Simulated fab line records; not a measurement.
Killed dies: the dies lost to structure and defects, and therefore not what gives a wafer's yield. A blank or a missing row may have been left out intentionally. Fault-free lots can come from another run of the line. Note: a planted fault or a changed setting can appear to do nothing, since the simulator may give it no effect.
Struck lot and sound lot, side by side    flow sky130    15 steps out of a route of 708
Sound: the wafers L586.1, L586.4, L586.5. Wafers L568.2, L568.4, L568.5 were the ones struck. Last of all comes the cause.
For every step that has rows: the tool of each side, followed by ch and its chambers, followed by its first start. Under that, the readings that differ: sound wafers    struck wafers    difference of the means    sigmas: that difference in standard deviations of wafers without a fault.
alike: a reading whose means differ by less than 2 such deviations, as well as words and numbers matching on both sides. not compared: withheld readings; readings where some wafer has no value; bounds like >300 that might hide an equal value; numbers whose values overlap and for which the record gives no deviation.
Wherever a step has rows on one side only, a row that says differs or no value, or a row with sigmas, the two part there. Non-overlapping numbers with no deviation appear without sigmas and do not part them. A reading that every wafer of one side lacks parts them only if that side has two wafers or more.

SKY_LDD_HVN_OVL_MEAS_07:
  sound on overlay-02, day 28 13:20; struck on overlay-02, day 22 22:28
  alike: LDD_HVN_OVL
next, for these wafers, 1 step has no rows: SKY_LDD_HVN_IMPLANT_08.
SKY_LDD_HVN_STRIP_09: strips in O2/N2.
  sound on plasma_asher-02 ch 0,1, day 28 13:31; struck on plasma_asher-04 ch 1, day 22 22:39
  alike: drypump_motor_current_A, oes_product_au, strip_time_to_endpoint_s
  not compared: rf_hours_counter_h
SKY_LDD_HVN_TW_MEAS_10:
  sound on film_metro-03, day 28 13:37; struck on film_metro-04, day 22 22:46
  alike: LDD_HVN_TW
then, 7 steps without rows for these wafers: SKY_LDD_HVP_DEHYDRATE_00 (time 60 s); SKY_LDD_HVP_HMDS_01 (prime time 60 s); SKY_LDD_HVP_COAT_02 (resist thk 300 nm); SKY_LDD_HVP_SOFTBAKE_03 (time 60 s); SKY_LDD_HVP_EXPOSE_04 (exposes mask HVPTM, target cd 700 nm); SKY_LDD_HVP_PEB_05; SKY_LDD_HVP_DEVELOP_06 (develop time 60 s).
SKY_LDD_HVP_OVL_MEAS_07:
  sound on overlay-01, day 29 17:40; struck on overlay-02, day 24 04:20
  alike: LDD_HVP_OVL
SKY_LDD_HVP_IMPLANT_08:
  struck on implanter-02, day 24 04:24; sound on implanter-02 ch 0, day 29 17:42
  no value came back on the struck wafers for beam_energy_keV, beam_on_s (s), tilt_deg (degrees); on the sound wafers beam_energy_keV reads 20.000 20.006 20.003
SKY_LDD_HVP_STRIP_09: strips in O2/N2.
  sound on plasma_asher-02 ch 0, day 29 17:51; struck on plasma_asher-02 ch 0, day 24 04:31
  alike: drypump_motor_current_A, oes_product_au, strip_time_to_endpoint_s
  not compared: rf_hours_counter_h
SKY_LDD_HVP_TW_MEAS_10:
  sound on film_metro-01, day 29 17:57; struck on film_metro-03, day 24 04:38
reading     sound              struck          difference  sigmas
LDD_HVP_TW  460.3 460.5 464.6  30.0 30.1 29.8  -431.8      -99 or more

WHERE THEY PART
At SKY_LDD_HVP_IMPLANT_08 first; at SKY_LDD_HVP_TW_MEAS_10 last (within this record only).

WHY: whatever the simulator had introduced
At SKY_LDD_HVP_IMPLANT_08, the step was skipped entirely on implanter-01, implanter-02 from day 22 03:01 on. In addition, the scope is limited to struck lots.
